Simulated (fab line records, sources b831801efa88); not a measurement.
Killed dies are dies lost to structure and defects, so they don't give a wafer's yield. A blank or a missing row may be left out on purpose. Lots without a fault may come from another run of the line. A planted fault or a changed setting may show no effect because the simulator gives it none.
One fault seen from 2 desks | flow sky130 | each desk has only its own numbers; what lay behind them comes last

THE METROLOGY DESK
What the gauges read, lot by lot, whatever tool the lot ran on: means of the sampled wafers that have a number. A lot is out of limits, marked OUT, if its mean lies more than 4 standard deviations from the usual mean; the brackets give that distance.
Columns: A = VIA4_W_RS at SKY_VIA4_RS_MEAS_19, usual 0.2272 ohm/sq; B = VIA4_W_THK at SKY_VIA4_THK_MEAS_20, usual 504 nm
lot  | first seen here | A      | B
L351 | day 43 17:29    | 0.2298 | 500
L352 | day 43 18:34    | 0.2277 | 507
L366 | day 47 04:08    | 0.2231 | 506
L367 | day 47 12:36    | 0.2279 | 502
L369 | day 47 20:37    | 0.2297 | 497
L371 | day 48 06:36    | 0.2276 | 500
L372 | day 48 12:07    | 0.2296 | 500
This desk's finding: nothing out of limits on any of the 7 lots.

THE TOOL OWNER'S DESK: pvd_sputter-02
The tool's own readings at SKY_METAL5_SPUTTER_03 (material Ti, target thk 5 nm, time 3.3 s): means of the sampled wafers that have a number, for each lot that ran on this tool. A lot is out of limits, marked OUT, if its mean lies more than 4 standard deviations from the usual mean; the brackets give that distance.
Columns: A = cathode_dc_power_W at SKY_METAL5_SPUTTER_03, usual 3000.0 W; B = throttle_valve_pct at SKY_METAL5_SPUTTER_03, usual 29.9 %
lot  | first seen here | A      | B
L351 | day 43 18:01    | 2999.9 | 30.1
L352 | day 43 19:08    | 2999.8 | 28.9
L366 | day 47 04:41    | 3000.1 | 29.2
L367 | day 47 13:10    | 3000.3 | 30.2
L369 | day 47 21:11    | 3000.3 | 29.7
This desk's finding: nothing out of limits on any of the 5 lots.

PUT TOGETHER
The metrology desk saw nothing out of limits.
The tool owner's desk saw nothing out of limits.

WHAT THE SIMULATOR HAD PUT IN
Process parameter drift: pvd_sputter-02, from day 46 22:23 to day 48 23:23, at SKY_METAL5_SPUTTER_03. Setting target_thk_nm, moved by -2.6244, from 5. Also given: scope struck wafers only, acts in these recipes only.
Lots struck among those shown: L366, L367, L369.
